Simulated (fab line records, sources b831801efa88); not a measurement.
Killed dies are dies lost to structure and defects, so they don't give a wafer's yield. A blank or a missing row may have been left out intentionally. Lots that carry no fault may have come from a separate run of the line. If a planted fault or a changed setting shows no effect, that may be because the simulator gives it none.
Matching of chambers + flow gf180mcu + GF_V2_CMP_04 on cmp-02 has 4 sister chambers
The step polishes SiO2. 4 wafers are shown with their chamber, then 8 later ones without.

EACH WAFER AND ITS CHAMBER
| wafer  | chamber | motorCurrentA (A) |
|--------|---------|-------------------|
| L080.6 | 1       | 12.9              |
| L081.5 | 3       | 13.3              |
| L084.3 | 2       | 11.7              |
| L087.1 | 0       | 12.3              |

WAFERS WITH NO CHAMBER GIVEN
| wafer  | motorCurrentA (A) |
|--------|-------------------|
| L087.3 | 12.4              |
| L087.6 | 12.5              |
| L088.2 | 11.3              |
| L088.4 | 12.7              |
| L088.6 | 12.1              |
| L097.3 | 12.9              |
| L097.4 | 11.2              |
| L097.5 | 12.6              |

THE CHAMBER EACH PASSED THROUGH
| wafer  | from the rows above          | in truth |
|--------|------------------------------|----------|
| L087.3 | can't be placed: 0 or 1      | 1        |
| L087.6 | can't be placed: 0 or 1      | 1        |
| L088.2 | 2                            | 2        |
| L088.4 | can't be placed: 1 or 0 or 3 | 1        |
| L088.6 | can't be placed: 0 or 2      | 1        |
| L097.3 | can't be placed: 1 or 3      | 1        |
| L097.4 | 2                            | 2        |
| L097.5 | can't be placed: 0 or 1 or 3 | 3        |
Placed correctly: 2 of 8. Not placeable from these rows: 6 (in 5, the candidates include the true chamber). 0 placed wrongly.
How it was worked out, from the rows above alone: a wafer's distance from a chamber is the root of the sum, over the readings, of the square of ((its reading less the chamber's mean) divided by the reading's scatter). If the next closest chamber is less than 2 further off than the closest, the wafer can't be placed; otherwise it belongs to the closest. The mean given for a chamber averages the wafers shown for that chamber. The scatter: root of mean squared gap, hidden wafer to nearest shown wafer, with one shown wafer a chamber.
